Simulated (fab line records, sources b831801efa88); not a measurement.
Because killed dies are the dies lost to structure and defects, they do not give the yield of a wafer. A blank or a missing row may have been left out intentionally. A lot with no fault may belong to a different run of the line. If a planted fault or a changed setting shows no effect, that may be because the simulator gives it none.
Comparing a struck lot with a sound one || flow sky130 || 22 out of 708 route steps
Sound: these wafers, L483.3, L483.4, L483.5. Wafers L484.2, L484.4, L484.5 were the ones struck. The cause is named last.
Each step with rows lists, per side, the tool, then ch with its chambers, then its first start. Under that, the readings that differ: sound wafers || struck wafers || difference of the means || sigmas: that difference in standard deviations of wafers without a fault.
alike: same words and numbers on both sides, and readings whose means sit less than 2 such deviations apart. not compared: any withheld reading, any reading some wafer has no value for, any bound like >300 that may hide the same value, and any number with overlapping values for which the record gives no deviation.
Wherever a step has rows on one side only, a row that says differs or no value, or a row with sigmas, the two part there. Numbers that don't overlap but have no deviation are shown without sigmas and don't part them. A reading that every wafer of one side lacks parts them only if that side has two wafers or more.

SKY_METAL3_METAL_ETCH_18: etches the open film in Cl2/BCl3, stops on SiO2, target depth 845 nm, time 183.1 s.
  sound on rie metal-04 ch 0,1, day 40 14:41; struck on rie metal-01 ch 1, day 41 11:45
  alike: bcl3 flow sccm, drypump motor current A, oes product au, throttle valve pct
  not compared: rf hours counter h
SKY_METAL3_STRIP_19: strips in O2/N2.
  sound on plasma asher-03 ch 0,1, day 40 14:50; struck on plasma asher-01 ch 0,1, day 41 12:03
  alike: drypump motor current A, oes product au, strip time to endpoint s
  not compared: rf hours counter h
then, 4 steps without rows for these wafers: SKY_METAL3_STRIP_20 (strips in post etch residue remover, time 1200 s); SKY_METAL3_CLEAN_21 (cleans in IPA, time 180 s); SKY_METAL3_CLEAN_22 (cleans in O3/DIW); SKY_VIA3_HDPCVD_00 (deposits SiO2, target thk 1635 nm, time 272.5 s).
SKY_VIA3_THK_MEAS_01:
  sound on film metro-04 at day 40 15:35; struck on film metro-01 at day 41 12:49
  alike: VIA3_HDPCVD_THK
SKY_VIA3_CMP_02: polishes SiO2.
  sound on cmp-01 ch 2,3, day 40 15:38; struck on cmp-02 ch 0,2, day 41 12:52
  alike: motor current A, slurry filter dp kPa, slurry flow ml min
SKY_VIA3_BOW_MEAS_03:
  sound on film metro-01 at day 40 15:58; struck on film metro-04 at day 41 13:11
{"reading": "VIA3_BOW (um)", "sound": "74 81 77", "struck": "90 95 91", "difference": "+15", "sigmas": "+2"}
then, 3 steps without rows for these wafers: SKY_VIA3_DEHYDRATE_04 (time 60 s); SKY_VIA3_HMDS_05 (prime time 60 s); SKY_VIA3_COAT_06 (resist thk 60 nm).
SKY_VIA3_COAT_07: resist thk 450 nm.
  sound on litho track-02 ch 0, day 41 04:00; struck on litho track-02 ch 0, day 42 00:00
{"reading": "spin speed rpm (rpm)", "sound": "3000.2 3000.0 2999.0", "struck": "2951.5 2951.8 2951.5", "difference": -48.1, "sigmas": -24}
{"reading": "model.KrF-thick_of_VIA3_COAT_07.thk nm (nm)", "sound": "449.8 449.6 449.1", "struck": "454.2 454.2 455", "difference": "+5.0", "sigmas": ""}
  alike: chill plate temp C
then, 4 steps without rows for these wafers: SKY_VIA3_SOFTBAKE_08 (time 90 s); SKY_VIA3_EXPOSE_09 (exposes mask VIM3, target cd 200 nm); SKY_VIA3_PEB_10; SKY_VIA3_DEVELOP_11 (develop time 60 s).
SKY_VIA3_CD_MEAS_12: target cd 200 nm.
  sound on cd sem-02 at day 41 16:08; struck on cd sem-02 at day 42 12:47
  alike: cd nm
SKY_VIA3_OVL_MEAS_13:
  sound on overlay-02 at day 41 16:13; struck on overlay-02 at day 42 12:53
  alike: VIA3_OVL
SKY_VIA3_ETCH_14: etches BARC in N2/H2, stops on SiO2, time 45.9 s, target depth 60 nm.
  sound on rie diel-02 ch 0,1,2, day 41 16:15; struck on rie diel-04 ch 0,1, day 42 12:55
{"reading": "model.KrF-thick_of_VIA3_COAT_07.thk nm (nm)", "sound": "392.5 391.8 392.6", "struck": "397.8 396.7 399", "difference": "+5.5", "sigmas": ""}
  alike: drypump motor current A, oes product au, throttle valve pct
  not compared: rf hours counter h
SKY_VIA3_ETCH_15: etches SiO2 in C4F8/O2/Ar, stops on TiN, target depth 507 nm, time 78 s.
  sound on rie diel-02 ch 0,1,2, day 41 16:17; struck on rie diel-04 ch 0,1, day 42 12:58
  alike: oes product au
  not compared: rf hours counter h
-- the record jumps here: 6 days lie between the struck wafers' starts before and after (it left off in module VIA3 and takes up again in module PAD_OPEN, whose first step shown is number 708 of the route) --
SKY_PAD_OPEN_PROBE_99:
  rows exist in the record for the struck wafers here (prober-02, day 48 04:17), but not for the sound ones

WHERE THEY PART
First at SKY_VIA3_BOW_MEAS_03; last, within this record, at SKY_PAD_OPEN_PROBE_99.

WHY: what the simulator had put in
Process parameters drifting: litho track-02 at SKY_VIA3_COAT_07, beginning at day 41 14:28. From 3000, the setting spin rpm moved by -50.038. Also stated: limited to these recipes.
